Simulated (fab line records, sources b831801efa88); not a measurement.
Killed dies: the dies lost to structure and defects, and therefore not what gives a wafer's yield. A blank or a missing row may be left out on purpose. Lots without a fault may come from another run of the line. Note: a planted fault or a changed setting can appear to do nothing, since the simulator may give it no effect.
Matching of chambers || flow sky130 || rieSi-01 running SKY_FIELD_ISO_ETCH_17: 4 sister chambers
The step etches Si in HBr/Cl2/O2, target depth 342 nm, time 97.7 s. 8 wafers are shown with their chamber, then 8 later ones without.

== WAFERS PAIRED WITH THEIR CHAMBERS ==
{"wafer": "L918.3", "chamber": 0, "drypumpMotorCurrentA (A)": 5.39, "runLengthS (s)": 125.9}
{"wafer": "L921.1", "chamber": 0, "drypumpMotorCurrentA (A)": 5.40, "runLengthS (s)": 125.7}
{"wafer": "L921.4", "chamber": 3, "drypumpMotorCurrentA (A)": 5.69, "runLengthS (s)": 125.6}
{"wafer": "L921.6", "chamber": 2, "drypumpMotorCurrentA (A)": 6.03, "runLengthS (s)": 125.2}
{"wafer": "L924.2", "chamber": 1, "drypumpMotorCurrentA (A)": 5.55, "runLengthS (s)": 126.8}
{"wafer": "L924.5", "chamber": 1, "drypumpMotorCurrentA (A)": 5.54, "runLengthS (s)": 126.3}
{"wafer": "L924.6", "chamber": 2, "drypumpMotorCurrentA (A)": 6.04, "runLengthS (s)": 125.1}
{"wafer": "L933.1", "chamber": 3, "drypumpMotorCurrentA (A)": 5.68, "runLengthS (s)": 125.4}

== WAFERS MISSING THEIR CHAMBER ==
{"wafer": "L933.3", "drypumpMotorCurrentA (A)": 5.52, "runLengthS (s)": 126.5}
{"wafer": "L933.6", "drypumpMotorCurrentA (A)": 5.67, "runLengthS (s)": 125.4}
{"wafer": "L937.1", "drypumpMotorCurrentA (A)": 5.54, "runLengthS (s)": 126.4}
{"wafer": "L937.3", "drypumpMotorCurrentA (A)": 6.04, "runLengthS (s)": 125.1}
{"wafer": "L937.6", "drypumpMotorCurrentA (A)": 5.52, "runLengthS (s)": 126.4}
{"wafer": "L939.1", "drypumpMotorCurrentA (A)": 5.69, "runLengthS (s)": 125.3}
{"wafer": "L939.3", "drypumpMotorCurrentA (A)": 5.54, "runLengthS (s)": 126.3}
{"wafer": "L939.4", "drypumpMotorCurrentA (A)": 5.38, "runLengthS (s)": 126.1}

== CHAMBER TAKEN BY EACH ==
{"wafer": "L933.3", "from the rows above": 1, "in truth": 1}
{"wafer": "L933.6", "from the rows above": 3, "in truth": 3}
{"wafer": "L937.1", "from the rows above": 1, "in truth": 1}
{"wafer": "L937.3", "from the rows above": 2, "in truth": 2}
{"wafer": "L937.6", "from the rows above": 1, "in truth": 1}
{"wafer": "L939.1", "from the rows above": 3, "in truth": 3}
{"wafer": "L939.3", "from the rows above": 1, "in truth": 1}
{"wafer": "L939.4", "from the rows above": 0, "in truth": 0}
8 of 8 placed correctly. From these rows, 0 cannot be placed. Wrongly placed: 0.
How it was worked out, from the rows above alone: a wafer's distance from a chamber is the root of the sum, over the readings, of the square of ((its reading less the chamber's mean) divided by the reading's scatter). If the next closest chamber is less than 2 further off than the closest, the wafer can't be placed; otherwise it belongs to the closest. A chamber's mean is the mean of its shown wafers. The scatter: the root of (the sum of the squares of (reading less its chamber's mean) over the shown wafers, divided by (wafers less chambers)).
